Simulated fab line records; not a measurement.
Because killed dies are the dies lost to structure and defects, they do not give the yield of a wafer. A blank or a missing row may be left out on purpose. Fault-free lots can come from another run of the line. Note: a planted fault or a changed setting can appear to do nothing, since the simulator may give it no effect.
fab line records / flow sfqLine
record: lots: 14 wafers: 42 lastDay: 91
route steps=325 shown M8@315
lots with no fault: from the same line, run without faults
startH: start of the lot's first displayed wafer, in hours after the record's first day / waitH: hours since the lot's step before / " unchanged from the row above / L1.1+2: a single row standing in for several wafers / - no value, or no start was given / * or withheld: withheld / < > ~ a bound
route shown NAME@n: a module of which the file shows steps, and the number in the route of the first / usual: mean/standard deviation taken from wafers without a fault / same: alike in all rows / chamber/n: place in a boat / sites: each site's reading / _std_site: standard deviation of those values / _edge_site: inner sites' mean taken away from outer sites' mean / radiusMm: for every site, how far away it sits from the centre of the wafer / mask NAME#n: copy n / behind: the tool/chamber that last shaped the wafer / hold: cause of the lot's hold/its duration in hours/its outcome / device: whichever transistor did not switch (one of n, p or np) / end of line: the route-end tests of the same wafers / a step with no rows: only its recipe / killed: at the first sort, the dies lost to defects and structure; wafer yield is something else / map: per-die view of a wafer (x killed, . not killed, _ where there is no die)
set.NAME: setting as actually run; set.NAME@STEP: the setting as run at that earlier step / model.NAME: the simulator's own value behind a step, which no gauge read
route steps across a sampled set of lots; one table per step, one row per wafer
services: from which hour (startH, from the record's first day; less than 0 if before it) a tool's chamber was out of use, for how many hours, and why
== steps ==
step: SFQ_TRILAYER_M8_LITHO_EXPOSE_194
recipe: maskId: M8 na: 0.6 sourceShape: conventional sigmaOuter: 0.65 targetCdNm: 2000 doseMj: 14.4
usual: exposureDoseMJCm2: 14.399/0.015 focusOffsetNm: 0.0/0.57 stageVelMmS: 500.01/0.24
lot.wafer=L319.1 tool=krfScanner-02 chamber=0 startH=1989.32 waitH=- mask=M8#0 exposureDoseMJCm2=14.421 focusOffsetNm=-0.4 stageVelMmS=500.13
lot.wafer=L319.4 tool=krfScanner-02 chamber=0 startH=1989.32 waitH=- mask=M8#0 exposureDoseMJCm2=14.412 focusOffsetNm=0.7 stageVelMmS=499.91
lot.wafer=L319.6 tool=krfScanner-02 chamber=0 startH=1989.32 waitH=- mask=M8#0 exposureDoseMJCm2=14.416 focusOffsetNm=-0.1 stageVelMmS=500.05
lot.wafer=L320.4 tool=krfScanner-02 chamber=0 startH=1992.32 waitH=- mask=M8#0 exposureDoseMJCm2=14.416 focusOffsetNm=0.2 stageVelMmS=500.00
lot.wafer=L320.5 tool=krfScanner-02 chamber=0 startH=1992.32 waitH=- mask=M8#0 exposureDoseMJCm2=14.403 focusOffsetNm=-0.3 stageVelMmS=499.85
lot.wafer=L320.6 tool=krfScanner-02 chamber=0 startH=1992.32 waitH=- mask=M8#0 exposureDoseMJCm2=14.386 focusOffsetNm=-0.8 stageVelMmS=499.82
lot.wafer=L323.1 tool=krfScanner-01 chamber=0 startH=2105.57 waitH=- mask=M8#0 exposureDoseMJCm2=14.391 focusOffsetNm=-0.7 stageVelMmS=500.02
lot.wafer=L323.2 tool=krfScanner-01 chamber=0 startH=2105.57 waitH=- mask=M8#0 exposureDoseMJCm2=14.401 focusOffsetNm=-0.8 stageVelMmS=499.78
lot.wafer=L323.3 tool=krfScanner-01 chamber=0 startH=2105.57 waitH=- mask=M8#0 exposureDoseMJCm2=14.390 focusOffsetNm=-0.4 stageVelMmS=500.22
lot.wafer=L324.1 tool=krfScanner-01 chamber=0 startH=2123.57 waitH=- mask=M8#0 exposureDoseMJCm2=14.398 focusOffsetNm=-0.1 stageVelMmS=500.06
lot.wafer=L324.3 tool=krfScanner-01 chamber=0 startH=2123.57 waitH=- mask=M8#0 exposureDoseMJCm2=14.403 focusOffsetNm=0.7 stageVelMmS=499.37
lot.wafer=L324.6 tool=krfScanner-01 chamber=0 startH=2123.57 waitH=- mask=M8#0 exposureDoseMJCm2=14.401 focusOffsetNm=0.9 stageVelMmS=500.02
lot.wafer=L325.1 tool=krfScanner-01 chamber=0 startH=2125.97 waitH=- mask=M8#0 exposureDoseMJCm2=14.384 focusOffsetNm=-0.6 stageVelMmS=499.96
lot.wafer=L325.4 tool=krfScanner-01 chamber=0 startH=2125.97 waitH=- mask=M8#0 exposureDoseMJCm2=14.394 focusOffsetNm=-0.5 stageVelMmS=500.02
lot.wafer=L325.5 tool=krfScanner-01 chamber=0 startH=2125.97 waitH=- mask=M8#0 exposureDoseMJCm2=14.370 focusOffsetNm=-0.5 stageVelMmS=500.02
lot.wafer=L326.3 tool=krfScanner-01 chamber=0 startH=2127.57 waitH=- mask=M8#0 exposureDoseMJCm2=14.418 focusOffsetNm=0.0 stageVelMmS=499.68
lot.wafer=L326.5 tool=krfScanner-01 chamber=0 startH=2127.57 waitH=- mask=M8#0 exposureDoseMJCm2=14.409 focusOffsetNm=-0.8 stageVelMmS=499.60
lot.wafer=L326.6 tool=krfScanner-01 chamber=0 startH=2127.57 waitH=- mask=M8#0 exposureDoseMJCm2=14.411 focusOffsetNm=-0.7 stageVelMmS=499.71
lot.wafer=L327.4 tool=krfScanner-01 chamber=0 startH=2130.17 waitH=- mask=M8#0 exposureDoseMJCm2=14.401 focusOffsetNm=0.0 stageVelMmS=499.87
lot.wafer=L327.5 tool=krfScanner-01 chamber=0 startH=2130.17 waitH=- mask=M8#0 exposureDoseMJCm2=14.407 focusOffsetNm=0.1 stageVelMmS=500.01
lot.wafer=L327.6 tool=krfScanner-01 chamber=0 startH=2130.17 waitH=- mask=M8#0 exposureDoseMJCm2=14.415 focusOffsetNm=-0.5 stageVelMmS=499.94
lot.wafer=L328.3 tool=krfScanner-01 chamber=0 startH=2131.17 waitH=- mask=M8#0 exposureDoseMJCm2=14.383 focusOffsetNm=-1.2 stageVelMmS=500.54
lot.wafer=L328.4 tool=krfScanner-01 chamber=0 startH=2131.17 waitH=- mask=M8#0 exposureDoseMJCm2=14.370 focusOffsetNm=-0.5 stageVelMmS=499.99
lot.wafer=L328.5 tool=krfScanner-01 chamber=0 startH=2131.17 waitH=- mask=M8#0 exposureDoseMJCm2=14.380 focusOffsetNm=-0.9 stageVelMmS=500.41
lot.wafer=L329.3 tool=krfScanner-01 chamber=- startH=2135.97 waitH=- mask=M8#0 exposureDoseMJCm2=- focusOffsetNm=- stageVelMmS=-
lot.wafer=L329.5 tool=krfScanner-01 chamber=- startH=2135.97 waitH=- mask=M8#0 exposureDoseMJCm2=- focusOffsetNm=- stageVelMmS=-
lot.wafer=L329.6 tool=krfScanner-01 chamber=- startH=2135.97 waitH=- mask=M8#0 exposureDoseMJCm2=- focusOffsetNm=- stageVelMmS=-
lot.wafer=L330.3 tool=krfScanner-01 chamber=- startH=2139.57 waitH=- mask=M8#0 exposureDoseMJCm2=- focusOffsetNm=- stageVelMmS=-
lot.wafer=L330.4 tool=krfScanner-01 chamber=- startH=2139.57 waitH=- mask=M8#0 exposureDoseMJCm2=- focusOffsetNm=- stageVelMmS=-
lot.wafer=L330.6 tool=krfScanner-01 chamber=- startH=2139.57 waitH=- mask=M8#0 exposureDoseMJCm2=- focusOffsetNm=- stageVelMmS=-
lot.wafer=L332.1 tool=krfScanner-01 chamber=0 startH=2143.97 waitH=- mask=M8#0 exposureDoseMJCm2=14.378 focusOffsetNm=0.6 stageVelMmS=499.68
lot.wafer=L332.5 tool=krfScanner-01 chamber=0 startH=2143.97 waitH=- mask=M8#0 exposureDoseMJCm2=14.377 focusOffsetNm=0.0 stageVelMmS=500.04
lot.wafer=L332.6 tool=krfScanner-01 chamber=0 startH=2143.97 waitH=- mask=M8#0 exposureDoseMJCm2=14.379 focusOffsetNm=-0.3 stageVelMmS=500.09
lot.wafer=L336.4 tool=krfScanner-02 chamber=0 startH=2174.11 waitH=- mask=M8#0 exposureDoseMJCm2=14.387 focusOffsetNm=-0.6 stageVelMmS=500.11
lot.wafer=L336.5 tool=krfScanner-02 chamber=0 startH=2174.11 waitH=- mask=M8#0 exposureDoseMJCm2=14.383 focusOffsetNm=0.3 stageVelMmS=500.00
lot.wafer=L336.6 tool=krfScanner-02 chamber=0 startH=2174.11 waitH=- mask=M8#0 exposureDoseMJCm2=14.392 focusOffsetNm=0.5 stageVelMmS=500.31
lot.wafer=L338.1 tool=krfScanner-02 chamber=0 startH=2175.91 waitH=- mask=M8#0 exposureDoseMJCm2=14.379 focusOffsetNm=-0.3 stageVelMmS=499.32
lot.wafer=L338.4 tool=krfScanner-02 chamber=0 startH=2175.91 waitH=- mask=M8#0 exposureDoseMJCm2=14.375 focusOffsetNm=0.1 stageVelMmS=500.27
lot.wafer=L338.6 tool=krfScanner-02 chamber=0 startH=2175.91 waitH=- mask=M8#0 exposureDoseMJCm2=14.391 focusOffsetNm=0.5 stageVelMmS=499.85
lot.wafer=L339.1 tool=krfScanner-02 chamber=0 startH=2178.31 waitH=- mask=M8#0 exposureDoseMJCm2=14.406 focusOffsetNm=-0.1 stageVelMmS=500.23
lot.wafer=L339.5 tool=krfScanner-02 chamber=0 startH=2178.31 waitH=- mask=M8#0 exposureDoseMJCm2=14.391 focusOffsetNm=0.1 stageVelMmS=500.47
lot.wafer=L339.6 tool=krfScanner-02 chamber=0 startH=2178.31 waitH=- mask=M8#0 exposureDoseMJCm2=14.398 focusOffsetNm=0.5 stageVelMmS=500.41
== services ==
tool=krfScanner-01 chamber=- startH=2014.96 hours=4.0 kind=pm
tool=krfScanner-01 chamber=- startH=2018.98 hours=0.8 kind=pm
tool=krfScanner-01 chamber=- startH=2021.83 hours=1.0 kind=pm
tool=krfScanner-01 chamber=- startH=2048.88 hours=3.6 kind=pm
tool=krfScanner-01 chamber=- startH=2052.45 hours=0.8 kind=repair
tool=krfScanner-02 chamber=- startH=2054.26 hours=7.2 kind=pm
tool=krfScanner-02 chamber=- startH=2062.15 hours=1.3 kind=pm
tool=krfScanner-01 chamber=- startH=2063.71 hours=1.3 kind=pm
tool=krfScanner-02 chamber=- startH=2100.65 hours=0.8 kind=pm
tool=krfScanner-02 chamber=- startH=2128.99 hours=1.0 kind=pm
tool=krfScanner-01 chamber=- startH=2166.01 hours=0.3 kind=repair
tool=krfScanner-02 chamber=- startH=2166.81 hours=0.2 kind=repair
== key ==
firstSign: step: SFQ_TRILAYER_M8_LITHO_EXPOSE_194 reading: toolRecord direction: missing
effect none on later readings
metAt SFQ_TRILAYER_M8_LITHO_EXPOSE_194
struckLots L329,L330
onsetBetween 2131.17 2135.97
fault: kind: skippedStepWhole tool: krfScanner-01 chamber: - onsetH: 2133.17 steps: SFQ_TRILAYER_M8_LITHO_EXPOSE_194 scope: struckLotsOnly
